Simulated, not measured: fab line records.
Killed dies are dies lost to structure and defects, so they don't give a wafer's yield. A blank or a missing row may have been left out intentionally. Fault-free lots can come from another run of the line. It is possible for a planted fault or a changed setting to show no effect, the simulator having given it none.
fab line records	flow gf180mcu	part 1 of 2: steps 1 to 27 of 37
record: lots: 5	wafers: 15	last-day: 34
route steps=602 shown M5@532 V5@540 TOP_METAL@567
lots with no fault: from the same line, run without faults
start-h: the number of hours between the record's first day and the start of the first shown wafer of the lot	wait-h: hours since the lot's step before	" same as the row above	L1.1+2: a single row standing in for several wafers	- either no value or no given start	* or withheld: withheld	< > ~ a bound
route shown NAME@n: a module of which the file shows steps, and the number in the route of the first	usual: mean/standard deviation of fault-free wafers	same: alike in all rows	chamber/n: place in a boat	sites: the reading at each site	_std_site: how widely they spread, as a standard deviation	_edge_site: the outer-site mean with the inner-site mean subtracted	radius-mm: for every site, how far away it sits from the centre of the wafer	mask NAME#n: copy n	behind: the most recent tool/chamber to have shaped the wafer	hold: reason for holding the lot/hours on hold/outcome of the hold	device: which transistor (n, p or np) failed to switch	end of line: the route-end tests of the same wafers	for a step that has no rows: nothing shown but its recipe	killed: dies lost to structure and defects at the first sort, not the wafer's yield	map: a wafer's dies, marking killed ones x, the rest . and places with no die _
set.NAME: the setting the step ran with; set.NAME@STEP: the setting that earlier step ran with	model.NAME: the simulator's own value behind a step, which no gauge read
a table for each step, a row for each wafer; lots at some steps of the route
services: from which hour (start-h, from the record's first day; less than 0 if before it) a tool's chamber was out of use, for how many hours, and why
== steps ==
step: GF_M5_DEVELOP_06
recipe: develop-time-s: 60	dev-temp-c: 21
lot.wafer	tool	chamber	start-h	wait-h
L074.2+4+6	litho-track-01	0	606.05	0.2
L080.1+5+6	litho-track-04	0	650.64	0.2
L087.3+5+6	litho-track-04	0	705.34	0.1
L093.2+5+6	litho-track-02	0	741.29	0.2
L095.1+2+3	litho-track-02	0	749.82	0.2
step: GF_M5_CD_MEAS_07
recipe: target-cd-nm: 280
usual: cd-nm: 279.9/1.4
lot.wafer	tool	chamber	start-h	wait-h	cd-nm
L074.2	cd-sem-02	-	606.19	0.1	281.1
L074.4	"	-	"	"	281.0
L074.6	"	-	"	"	280.3
L080.1	cd-sem-02	-	650.79	0.1	280.5
L080.5	"	-	"	"	280.4
L080.6	"	-	"	"	280.2
L087.3	cd-sem-02	-	705.48	0.1	280.0
L087.5	"	-	"	"	279.5
L087.6	"	-	"	"	280.0
L093.2	cd-sem-02	-	741.44	0.1	281.3
L093.5	"	-	"	"	280.3
L093.6	"	-	"	"	281.6
L095.1	cd-sem-02	-	750.04	0.2	276.8
L095.2	"	-	"	"	277.1
L095.3	"	-	"	"	279.6
step: GF_M5_OVL_MEAS_08
usual: M5_OVL: -1/5.3
lot.wafer	tool	chamber	start-h	wait-h	M5_OVL[nm]
L074.2	overlay-01	-	606.30	0.1	-4
L074.4	"	-	"	"	-3
L074.6	"	-	"	"	-2
L080.1	overlay-01	-	650.91	0.1	-6
L080.5	"	-	"	"	-6
L080.6	"	-	"	"	-10
L087.3	overlay-01	-	705.57	0.1	6
L087.5	"	-	"	"	6
L087.6	"	-	"	"	3
L093.2	overlay-02	-	741.54	0.1	-2
L093.5	"	-	"	"	-3
L093.6	"	-	"	"	-4
L095.1	overlay-01	-	750.16	0.1	-8
L095.2	"	-	"	"	-1
L095.3	"	-	"	"	-1
step: GF_M5_ETCH_09
recipe: chemistry: CF4/O2	target: Si3N4	target-depth-nm: 52	source-w: 800	bias-w: 150	pressure-mtorr: 150	cf4-flow-sccm: 80	O2_flow_sccm: 10	time-s: 11.6
usual: cf4-flow-sccm: 79.96/0.24	chamber-pressure-mTorr: 150.01/0.14	drypump-motor-current-A: 5.6/0.4	oes-product-au: 1.004/0.013	throttle-valve-pct: 5.972/0.0095
lot.wafer	tool	chamber	start-h	wait-h	cf4-flow-sccm	chamber-pressure-mTorr	drypump-motor-current-A	oes-product-au	rf-hours-counter-h	throttle-valve-pct
L074.2	rie-diel-02	0	606.33	0.0	79.92	150.09	6.0	1.015	33	5.963
L074.4	"	1	"	"	79.89	149.94	5.7	1.024	10	5.979
L074.6	"	2	"	"	79.92	149.99	5.5	1.030	-	5.996
L080.1	rie-diel-02	0	650.95	0.0	80.22	150.10	6.0	0.997	34	5.988
L080.5	"	2	"	"	80.09	150.12	5.5	1.007	-	5.975
L080.6	"	1	"	"	79.77	150.02	5.6	1.010	-	5.968
L087.3	rie-diel-04	3	705.60	0.0	80.43	149.85	4.7	0.990	10	5.976
L087.5	"	1	"	"	79.77	150.10	5.6	0.999	-	5.963
L087.6	"	2	"	"	80.30	150.11	5.1	0.992	-	5.978
L093.2	rie-diel-02	2	741.57	0.0	79.79	150.10	5.5	1.017	47	5.959
L093.5	"	0	"	"	80.02	150.06	6.0	0.988	-	5.969
L093.6	"	3	"	"	79.80	149.98	5.7	1.016	-	5.961
L095.1	rie-diel-02	3	750.20	0.0	79.67	150.10	5.7	1.023	12	5.979
L095.2	"	0	"	"	79.90	149.86	6.0	0.987	38	5.961
L095.3	"	2	"	"	79.98	150.04	5.5	1.017	47	5.982
step: GF_M5_METAL_ETCH_10
recipe: chemistry: Cl2/BCl3	mask-material: KrF	target-depth-nm: 750.8	stop-on: SiO2	pressure-mtorr: 8	icp-w: 800	bias-w: 140	Cl2_flow_sccm: 80	bcl3-flow-sccm: 40	time-s: 125.1
usual: chamber-pressure-mTorr: 8.000/0.0075	drypump-motor-current-A: 5.7/0.33	he-backside-leak-sccm: 3.3/0.36	oes-product-au: 0.991/0.0067	throttle-valve-pct: 28.232/0.011
lot.wafer	tool	chamber	start-h	wait-h	chamber-pressure-mTorr	drypump-motor-current-A	he-backside-leak-sccm	oes-product-au	rf-hours-counter-h	throttle-valve-pct
L074.2	rie-metal-01	0	606.35	0.0	8.001	6.2	3.6	0.990	1	28.239
L074.4	"	0	"	"	8.010	6.2	3.6	0.987	-	28.229
L074.6	"	0	"	"	8.006	6.2	3.7	0.992	-	28.234
L080.1	rie-metal-02	1	650.97	0.0	8.005	6.0	3.5	0.993	3	28.237
L080.5	"	1	"	"	8.005	6.0	3.6	0.998	-	28.218
L080.6	"	0	"	"	7.995	6.2	3.1	0.988	-	28.247
L087.3	rie-metal-03	0	705.66	0.1	8.001	5.5	3.5	0.997	-	28.229
L087.5	"	0	"	"	8.003	5.5	3.5	0.999	-	28.219
L087.6	"	1	"	"	7.994	5.4	3.1	0.986	-	28.227
L093.2	rie-metal-03	1	741.60	0.0	8.011	5.4	3.1	0.990	7	28.235
L093.5	"	0	"	"	7.996	5.5	3.5	1.004	-	28.231
L093.6	"	1	"	"	7.990	5.4	3.0	0.992	-	28.239
L095.1	rie-metal-02	1	750.22	0.0	8.007	6.0	3.5	0.991	7	28.251
L095.2	"	0	"	"	7.993	6.2	3.0	0.989	10	28.241
L095.3	"	1	"	"	7.992	6.0	3.6	0.990	-	28.220
step: GF_M5_STRIP_11
recipe: chemistry: O2/N2	power-w: 1400	pressure-mtorr: 1500	platen-temp-c: 250	o2-flow-sccm: 3000	n2-flow-sccm: 300	overash-fraction: 0.5
usual: chamber-pressure-mTorr: 1499.9/1.4	drypump-motor-current-A: 5.8/0.38	heater-power-w: 313/30	oes-product-au: 0.522/0.0051	strip-time-to-endpoint-s: 7.02/0.07
lot.wafer	tool	chamber	start-h	wait-h	chamber-pressure-mTorr	drypump-motor-current-A	heater-power-w	oes-product-au	rf-hours-counter-h	strip-time-to-endpoint-s
L074.2	plasma-asher-04	0	606.48	0.1	1499.9	6.4	360	0.521	99	7.00
L074.4	"	0	"	"	1498.7	6.4	368	0.519	-	7.01
L074.6	"	1	"	"	1500.1	5.3	298	0.520	-	6.98
L080.1	plasma-asher-04	1	651.10	0.1	1499.5	5.3	296	0.527	105	6.96
L080.5	"	0	"	"	1502.0	6.4	355	0.517	-	6.94
L080.6	"	1	"	"	1497.6	5.3	299	0.527	-	7.08
L087.3	plasma-asher-03	0	705.78	0.1	1498.1	6.2	267	0.516	-	6.90
L087.5	"	0	"	"	1499.9	6.2	258	0.523	-	6.88
L087.6	"	1	"	"	1499.5	5.7	328	0.522	-	7.02
L093.2	plasma-asher-03	1	741.73	0.1	1498.9	5.8	326	0.517	66	7.00
L093.5	"	0	"	"	1500.5	6.2	259	0.524	-	6.95
L093.6	"	1	"	"	1501.4	5.7	331	0.523	-	7.06
L095.1	plasma-asher-02	1	750.35	0.1	1500.4	5.4	337	0.520	95	6.96
L095.2	"	0	"	"	1499.3	5.7	314	0.533	95	7.07
L095.3	"	1	"	"	1499.3	5.4	327	0.519	-	7.00
step: GF_M5_STRIP_12
recipe: chemistry: post-etch-residue-remover	time-s: 1200	temp-c: 72.5
lot.wafer	tool	chamber	start-h	wait-h
L074.2+4+6	wet-bench-01	2	606.58	0.1
L080.1+5+6	wet-bench-04	2	651.20	0.1
L087.3+5+6	wet-bench-01	3	705.85	0.0
L093.2+5+6	wet-bench-01	0	741.83	0.1
L095.1+2+3	wet-bench-04	1	750.45	0.1
step: GF_M5_CLEAN_13
recipe: chemistry: DIW	dry: n2-spin
lot.wafer	tool	chamber	start-h	wait-h
L074.2+4+6	wet-bench-02	1	606.92	0.0
L080.1+5+6	wet-bench-01	0	651.54	0.0
L087.3+5+6	wet-bench-02	0	706.19	0.0
L093.2+5+6	wet-bench-04	3	742.17	0.0
L095.1+2+3	wet-bench-04	2	750.79	0.0
step: GF_V5_CVD_00
recipe: material: SiO2	target-thk-nm: 300	sigma-open-frac: 0.3	temp-c: 400	time-s: 50	sih4-flow-sccm: 60	pressure-mtorr: 6
lot.wafer	tool	chamber	start-h	wait-h
L074.2+4+6	hdpcvd-02	2,2,0	607.02	0.0
L080.1+5+6	hdpcvd-01	0,0,2	651.73	0.0
L087.3+5+6	hdpcvd-02	1,1,2	706.29	0.0
L093.2+5+6	hdpcvd-02	0,1,0	742.26	0.0
L095.1+2+3	hdpcvd-02	0,1,2	750.88	0.0
step: GF_V5_THK_MEAS_01
recipe: reads: SiO2_of_V5_CVD_00
usual: V5_CVD_00_THK: 300/3.1
lot.wafer	tool	chamber	start-h	wait-h	V5_CVD_00_THK[nm]
L074.2	film-metro-02	-	607.09	0.1	300
L074.4	"	-	"	"	299
L074.6	"	-	"	"	297
L080.1	film-metro-03	-	651.77	0.0	301
L080.5	"	-	"	"	301
L080.6	"	-	"	"	306
L087.3	film-metro-04	-	706.36	0.0	305
L087.5	"	-	"	"	304
L087.6	"	-	"	"	295
L093.2	film-metro-02	-	742.31	0.0	300
L093.5	"	-	"	"	306
L093.6	"	-	"	"	295
L095.1	film-metro-03	-	750.93	0.0	300
L095.2	"	-	"	"	303
L095.3	"	-	"	"	301
step: GF_V5_CVD_02
recipe: material: SiO2	target-thk-nm: 1450	precursor: TEOS	temp-c: 400	time-s: 163.28	rf-w: 600
usual: heater-power-w: 672/86
lot.wafer	tool	chamber	start-h	wait-h	heater-power-w	since-wet-clean-h
L074.2	pecvd-03	1	607.14	0.0	635	433
L074.4	"	2	"	"	554	-
L074.6	"	0	"	"	555	-
L080.1	pecvd-02	1	651.83	0.1	598	685
L080.5	"	2	"	"	784	-
L080.6	"	0	"	"	629	-
L087.3	pecvd-03	1	706.40	0.0	679	532
L087.5	"	0	"	"	559	-
L087.6	"	1	"	"	533	-
L093.2	pecvd-03	0	742.36	0.0	692	568
L093.5	"	1	"	"	532	-
L093.6	"	2	"	"	692	-
L095.1	pecvd-02	2	750.99	0.1	772	785
L095.2	"	1	"	"	604	785
L095.3	"	0	"	"	787	785
step: GF_V5_THK_MEAS_03
recipe: reads: SiO2_of_V5_CVD_02
usual: V5_CVD_02_THK: 1451/23
lot.wafer	tool	chamber	start-h	wait-h	V5_CVD_02_THK[nm]
L074.2	film-metro-04	-	607.26	0.1	1459
L074.4	"	-	"	"	1484
L074.6	"	-	"	"	1463
L080.1	film-metro-03	-	651.94	0.1	1426
L080.5	"	-	"	"	1461
L080.6	"	-	"	"	1453
L087.3	film-metro-03	-	706.52	0.1	1440
L087.5	"	-	"	"	1461
L087.6	"	-	"	"	1464
L093.2	film-metro-04	-	742.48	0.1	1461
L093.5	"	-	"	"	1501
L093.6	"	-	"	"	1496
L095.1	film-metro-02	-	751.10	0.1	1456
L095.2	"	-	"	"	1444
L095.3	"	-	"	"	1435
step: GF_V5_CMP_04
recipe: material: SiO2	down-force-psi: 4	platen-rpm: 60	pad-velocity-m-s: 0.94248
usual: motor-current-A: 12.9/1.7	platen-rpm: 60.00/0.043	slurry-flow-ml-min: 150.0/0.43
lot.wafer	tool	chamber	start-h	wait-h	motor-current-A	platen-rpm	slurry-flow-ml-min
L074.4	cmp-02	0	607.38	0.1	15.2	59.97	150.1
L074.2	"	3	"	"	13.8	59.99	150.0
L074.6	"	0	"	"	14.6	59.96	149.9
L080.1	cmp-01	1	652.10	0.1	11.5	59.99	150.1
L080.5	"	3	"	"	10.5	60.04	150.0
L080.6	"	0	"	"	11.6	59.93	149.7
L087.3	cmp-01	2	706.71	0.2	10.8	60.03	149.5
L087.6	"	0	"	"	12.7	59.97	150.4
L087.5	"	1	"	"	11.2	59.98	149.5
L093.2	cmp-01	2	742.63	0.1	11.4	59.99	149.6
L093.5	"	0	"	"	11.6	60.00	151.0
L093.6	"	1	"	"	12.2	59.92	149.9
L095.3	cmp-02	0	751.25	0.1	14.9	60.01	150.5
L095.2	"	1	"	"	15.3	60.06	149.9
L095.1	"	2	"	"	12.3	59.98	149.8
step: GF_V5_BOW_MEAS_05
recipe: mode: bow
usual: V5_BOW: 132/9.5
lot.wafer	tool	chamber	start-h	wait-h	V5_BOW[um]
L074.2	film-metro-03	-	607.70	0.1	143
L074.4	"	-	"	"	135
L074.6	"	-	"	"	148
L080.1	film-metro-02	-	652.30	0.1	125
L080.5	"	-	"	"	133
L080.6	"	-	"	"	123
L087.3	film-metro-02	-	706.95	0.2	128
L087.5	"	-	"	"	127
L087.6	"	-	"	"	129
L093.2	film-metro-03	-	742.85	0.2	152
L093.5	"	-	"	"	154
L093.6	"	-	"	"	143
L095.1	film-metro-03	-	751.50	0.1	146
L095.2	"	-	"	"	134
L095.3	"	-	"	"	122
step: GF_V5_DEHYDRATE_06
recipe: temp-c: 200	time-s: 60
lot.wafer	tool	chamber	start-h	wait-h
L074.2+4+6	litho-track-04	0	617.72	10.0
L080.1+5+6	litho-track-03	0	662.18	9.9
L087.3+5+6	litho-track-03	0	715.03	8.1
L093.2+5+6	litho-track-03	0	750.16	7.3
L095.1+2+3	litho-track-03	0	759.38	7.9
step: GF_V5_HMDS_07
recipe: prime-time-s: 60	prime-temp-c: 120
lot.wafer	tool	chamber	start-h	wait-h
L074.2+4+6	litho-track-04	0	617.87	0.1
L080.1+5+6	litho-track-03	0	662.33	0.1
L087.3+5+6	litho-track-03	0	715.18	0.1
L093.2+5+6	litho-track-03	0	750.31	0.1
L095.1+2+3	litho-track-03	0	759.53	0.1
step: GF_V5_COAT_08
recipe: resist: BARC	temp-c: withheld	time-s: withheld	spin-rpm: withheld	resist-thk-nm: withheld
lot.wafer	tool	chamber	start-h	wait-h
L074.2+4+6	litho-track-04	0	618.02	0.1
L080.1+5+6	litho-track-03	0	662.48	0.1
L087.3+5+6	litho-track-03	0	715.33	0.1
L093.2+5+6	litho-track-03	0	750.46	0.1
L095.1+2+3	litho-track-03	0	759.68	0.1
step: GF_V5_COAT_09
recipe: resist: KrF	spin-rpm: withheld	resist-thk-nm: 1000
lot.wafer	tool	chamber	start-h	wait-h
L074.2+4+6	litho-track-04	0	-	-
L080.1+5+6	litho-track-03	0	-	-
L087.3+5+6	litho-track-03	0	-	-
L093.2+5+6	litho-track-03	0	-	-
L095.1+2+3	litho-track-03	0	-	-
step: GF_V5_SOFTBAKE_10
recipe: temp-c: 130	time-s: 60	resist: KrF
lot.wafer	tool	chamber	start-h	wait-h
L074.2+4+6	litho-track-04	0	-	-
L080.1+5+6	litho-track-03	0	-	-
L087.3+5+6	litho-track-03	0	-	-
L093.2+5+6	litho-track-03	0	-	-
L095.1+2+3	litho-track-03	0	-	-
step: GF_V5_EXPOSE_11
recipe: mask-id: Via5	target-cd-nm: 260	na: 0.68	source-shape: conventional	sigma-outer: 0.6	dose-mj: 38
same: na: 0.68
lot.wafer	tool	chamber	start-h	wait-h	mask
L074.2+4+6	krf-scanner-02	0	-	-	Via5#0
L080.1+5+6	krf-scanner-02	0	-	-	Via5#0
L087.3+5+6	krf-scanner-01	0	-	-	Via5#0
L093.2+5+6	krf-scanner-02	0	-	-	Via5#0
L095.1+2+3	krf-scanner-02	0	-	-	Via5#0
step: GF_V5_PEB_12
recipe: peb-temp-c: 135	peb-time-s: 88.66	resist: KrF
lot.wafer	tool	chamber	start-h	wait-h
L074.2+4+6	litho-track-01	0	-	-
L080.1+5+6	litho-track-04	0	-	-
L087.3+5+6	litho-track-04	0	-	-
L093.2+5+6	litho-track-03	0	-	-
L095.1+2+3	litho-track-01	0	-	-
step: GF_V5_DEVELOP_13
recipe: develop-time-s: 60	resist: KrF	dev-temp-c: 21
lot.wafer	tool	chamber	start-h	wait-h
L074.2+4+6	litho-track-01	0	628.25	0.2
L080.1+5+6	litho-track-04	0	672.04	0.2
L087.3+5+6	litho-track-04	0	725.19	0.1
L093.2+5+6	litho-track-03	0	759.26	0.2
L095.1+2+3	litho-track-01	0	768.22	0.2
step: GF_V5_CD_MEAS_14
recipe: target-cd-nm: 260
usual: cd-nm: 260.4/1.4
lot.wafer	tool	chamber	start-h	wait-h	cd-nm
L074.2	cd-sem-01	-	628.39	0.1	259.0
L074.4	"	-	"	"	258.6
L074.6	"	-	"	"	260.1
L080.1	cd-sem-01	-	672.19	0.1	260.1
L080.5	"	-	"	"	260.2
L080.6	"	-	"	"	260.8
L087.3	cd-sem-02	-	725.33	0.1	260.0
L087.5	"	-	"	"	260.7
L087.6	"	-	"	"	259.3
L093.2	cd-sem-01	-	759.40	0.1	259.6
L093.5	"	-	"	"	261.7
L093.6	"	-	"	"	261.6
L095.1	cd-sem-02	-	768.37	0.1	261.8
L095.2	"	-	"	"	261.2
L095.3	"	-	"	"	262.1
step: GF_V5_OVL_MEAS_15
usual: V5_OVL: 1/6.2
lot.wafer	tool	chamber	start-h	wait-h	V5_OVL[nm]
L074.2	overlay-02	-	628.50	0.1	7
L074.4	"	-	"	"	10
L074.6	"	-	"	"	5
L080.1	overlay-01	-	672.31	0.1	7
L080.5	"	-	"	"	10
L080.6	"	-	"	"	-7
L087.3	overlay-02	-	725.42	0.1	6
L087.5	"	-	"	"	4
L087.6	"	-	"	"	6
L093.2	overlay-02	-	759.51	0.1	-4
L093.5	"	-	"	"	2
L093.6	"	-	"	"	-2
L095.1	overlay-01	-	768.49	0.1	-5
L095.2	"	-	"	"	-3
L095.3	"	-	"	"	0
step: GF_V5_ETCH_16
recipe: chemistry: N2/H2	target-depth-a: withheld	overetch-a: withheld	time-s: withheld	target: BARC	ion-energy-ev: 200	source-w: 500	bias-w: 100	pressure-mtorr: 30	n2-flow-sccm: 100	h2-flow-sccm: 200
usual: chamber-pressure-mTorr: 30.002/0.027	drypump-motor-current-A: 5.9/0.36	h2-flow-sccm: 200.0/0.65	oes-product-au: 0.854/0.0047	throttle-valve-pct: 13.225/0.0089
lot.wafer	tool	chamber	start-h	wait-h	chamber-pressure-mTorr	drypump-motor-current-A	h2-flow-sccm	oes-product-au	throttle-valve-pct
L074.2	rie-diel-03	0	628.53	0.0	30.014	6.0	199.6	0.850	13.230
L074.4	"	2	"	"	29.996	5.8	199.8	0.863	13.217
L074.6	"	0	"	"	29.991	6.0	199.7	0.857	13.232
L080.1	rie-diel-02	2	672.35	0.0	30.022	5.5	199.5	0.854	13.224
L080.5	"	3	"	"	29.981	5.7	199.8	0.854	13.213
L080.6	"	2	"	"	29.966	5.5	199.9	0.846	13.211
L087.3	rie-diel-01	3	725.45	0.0	29.972	6.7	200.8	0.854	13.210
L087.5	"	1	"	"	29.977	5.8	199.3	0.853	13.247
L087.6	"	3	"	"	29.935	6.7	201.1	0.858	13.217
L093.2	rie-diel-01	0	759.54	0.0	30.033	5.7	199.2	0.850	13.227
L093.5	"	2	"	"	29.993	6.1	200.3	0.857	13.217
L093.6	"	3	"	"	29.971	6.6	200.8	0.859	13.217
L095.1	rie-diel-01	2	768.53	0.0	30.062	6.2	198.3	0.853	13.217
L095.2	"	0	"	"	29.987	5.7	201.5	0.853	13.233
L095.3	"	1	"	"	29.970	5.8	199.2	0.847	13.225
step: GF_V5_ETCH_17
recipe: chemistry: C4F8/O2/Ar	mask-material: KrF	target: SiO2	stop-on: TiN	source-w: 1500	bias-w: 1200	pressure-mtorr: 40	c4f8-flow-sccm: withheld	O2_flow_sccm: 6	Ar_flow_sccm: 300	time-s: withheld	target-depth-a: 8550
usual: chamber-pressure-mTorr: 39.99/0.034	oes-product-au: 0.859/0.0043
lot.wafer	tool	chamber	start-h	wait-h	chamber-pressure-mTorr	oes-product-au
L074.2	rie-diel-03	0	-	-	40.03	0.860
L074.4	"	2	"	"	39.96	0.862
L074.6	"	0	"	"	39.99	0.852
L080.1	rie-diel-02	2	-	-	39.94	0.863
L080.5	"	3	"	"	40.03	0.866
L080.6	"	2	"	"	40.01	0.866
L087.3	rie-diel-01	3	-	-	39.98	0.855
L087.5	"	1	"	"	40.03	0.854
L087.6	"	3	"	"	39.99	0.864
L093.2	rie-diel-01	0	-	-	39.93	0.854
L093.5	"	2	"	"	40.01	0.856
L093.6	"	3	"	"	39.95	0.862
L095.1	rie-diel-01	2	-	-	40.00	0.859
L095.2	"	0	"	"	40.03	0.857
L095.3	"	1	"	"	40.00	0.864
step: GF_V5_STRIP_18
recipe: chemistry: O2/N2	power-w: 1400	pressure-mtorr: 1500	platen-temp-c: 250	o2-flow-sccm: 3000	n2-flow-sccm: 300	overash-fraction: 0.5
usual: chamber-pressure-mTorr: 1500.1/1.4	drypump-motor-current-A: 6.0/0.35	heater-power-w: 307/30	oes-product-au: 0.568/0.0048
lot.wafer	tool	chamber	start-h	wait-h	chamber-pressure-mTorr	drypump-motor-current-A	heater-power-w	oes-product-au	rf-hours-counter-h
L074.2	plasma-asher-03	1	628.68	-	1496.8	5.7	319	0.563	55
L074.4	"	1	"	"	1500.7	5.7	327	0.568	-
L074.6	"	1	"	"	1501.2	5.7	328	0.576	-
L080.1	plasma-asher-03	1	672.50	-	1500.0	5.8	322	0.561	60
L080.5	"	0	"	"	1500.5	6.2	267	0.563	-
L080.6	"	1	"	"	1498.5	5.8	316	0.569	-
L087.3	plasma-asher-01	1	725.63	-	1498.7	6.0	292	0.563	-
L087.5	"	0	"	"	1499.6	6.2	320	0.561	-
L087.6	"	1	"	"	1498.3	5.9	295	0.559	-
L093.2	plasma-asher-04	1	759.69	-	1502.5	5.3	284	0.565	1
L093.5	"	1	"	"	1500.9	5.3	282	0.579	-
L093.6	"	0	"	"	1500.0	6.4	360	0.568	-
L095.1	plasma-asher-01	0	768.68	-	1500.4	6.2	317	0.576	36
L095.2	"	1	"	"	1497.6	5.9	288	0.565	36
L095.3	"	1	"	"	1500.5	5.9	295	0.575	-
